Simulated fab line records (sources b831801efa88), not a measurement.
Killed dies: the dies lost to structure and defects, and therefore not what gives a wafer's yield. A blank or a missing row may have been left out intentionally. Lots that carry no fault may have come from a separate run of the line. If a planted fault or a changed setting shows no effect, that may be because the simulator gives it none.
A struck lot beside a sound one    flow sky130    16 steps out of a route of 708
Sound: these wafers, L498.2, L498.3, L498.5. Struck: wafer L508.6. (L508.4 of the same lot was not struck and is left out.) The cause comes at the end.
Order at every step that has rows: each side's tool, ch and its chambers, its first start. Under that, the readings that differ: sound wafers    struck wafers    difference of the means    sigmas: that difference in standard deviations of wafers without a fault.
alike: words and numbers the same on both sides, and readings whose means are apart by under 2 such deviations; not compared: readings that were withheld, readings missing a value for some wafer, numbers with overlapping values and no deviation given by the record, and bounds like >300 which may hide the same value.
The two part at a step that has a row with sigmas, a row that says differs or no value, or rows on one side only. Non-overlapping numbers with no deviation appear without sigmas and do not part them. A reading that every wafer of one side lacks parts them only if that side has two wafers or more.

first, 1 step without rows for these wafers: SKY_VT_ADJUST_NCORE_DEVELOP_06 (develop time 60 s).
SKY_VT_ADJUST_NCORE_CD_MEAS_07: the cd target is 380 nm.
  struck on cdSem-02, day 11 21:01; sound on cdSem-02, day 7 06:26
reading    sound              struck  difference  sigmas
cdNm (nm)  376.6 379.1 378.6  382.3   +4.2        +2
SKY_VT_ADJUST_NCORE_OVL_MEAS_08:
  struck on overlay-01, day 11 21:05; sound on overlay-01, day 7 06:32
  alike: VT_ADJUST_NCORE_OVL
next, for these wafers, 1 step has no rows: SKY_VT_ADJUST_NCORE_IMPLANT_09.
SKY_VT_ADJUST_NCORE_STRIP_10: strips in O2/N2.
  sound on plasmaAsher-01 ch 1, day 7 06:43; struck on plasmaAsher-01 ch 1, day 11 21:18
reading              sound              struck  difference  sigmas
oesProductAu (a.u.)  0.721 0.717 0.713  0.706   -0.011      -2
  alike: drypumpMotorCurrentA, stripTimeToEndpointS
  not compared: rfHoursCounterH
SKY_VT_ADJUST_NCORE_TW_MEAS_11:
  struck on filmMetro-01, day 11 21:23; sound on filmMetro-03, day 7 06:49
  alike: VT_ADJUST_NCORE_TW
then, 6 steps without rows for these wafers: SKY_VT_ADJUST_HVTR_DEHYDRATE_00 (time 60 s); SKY_VT_ADJUST_HVTR_HMDS_01 (prime time 60 s); SKY_VT_ADJUST_HVTR_COAT_02 (resist thk 1140 nm); SKY_VT_ADJUST_HVTR_SOFTBAKE_03 (time 60 s); SKY_VT_ADJUST_HVTR_EXPOSE_04 (exposes mask HVTRM, target cd 380 nm); SKY_VT_ADJUST_HVTR_PEB_05.
SKY_VT_ADJUST_HVTR_DEVELOP_06: develop time 60 s.
  sound on lithoTrack-01 ch 0, day 8 01:38; struck on lithoTrack-01 ch 0, day 12 22:11
SKY_VT_ADJUST_HVTR_CD_MEAS_07: the cd target is 380 nm.
  struck on cdSem-01, day 12 22:19; sound on cdSem-02, day 8 01:47
reading    sound              struck  difference  sigmas
cdNm (nm)  382.2 382.4 381.2  397.8   +15.9       +7
SKY_VT_ADJUST_HVTR_OVL_MEAS_08:
  struck on overlay-01, day 12 22:24; sound on overlay-01, day 8 01:53
  alike: VT_ADJUST_HVTR_OVL
-- record jumps: 36 days separate the struck wafers' starts on either side; left off in module VT_ADJUST_HVTR, taken up again in module PAD_OPEN, whose first shown step is the route's number 708 --
SKY_PAD_OPEN_PROBE_99:
  the record has rows for the struck wafers here (prober-01, day 48 18:38) and none for the sound ones

## WHERE THEY PART
Earliest at SKY_VT_ADJUST_NCORE_CD_MEAS_07; latest, in this record, at SKY_PAD_OPEN_PROBE_99.

WHY: what the simulator had put in
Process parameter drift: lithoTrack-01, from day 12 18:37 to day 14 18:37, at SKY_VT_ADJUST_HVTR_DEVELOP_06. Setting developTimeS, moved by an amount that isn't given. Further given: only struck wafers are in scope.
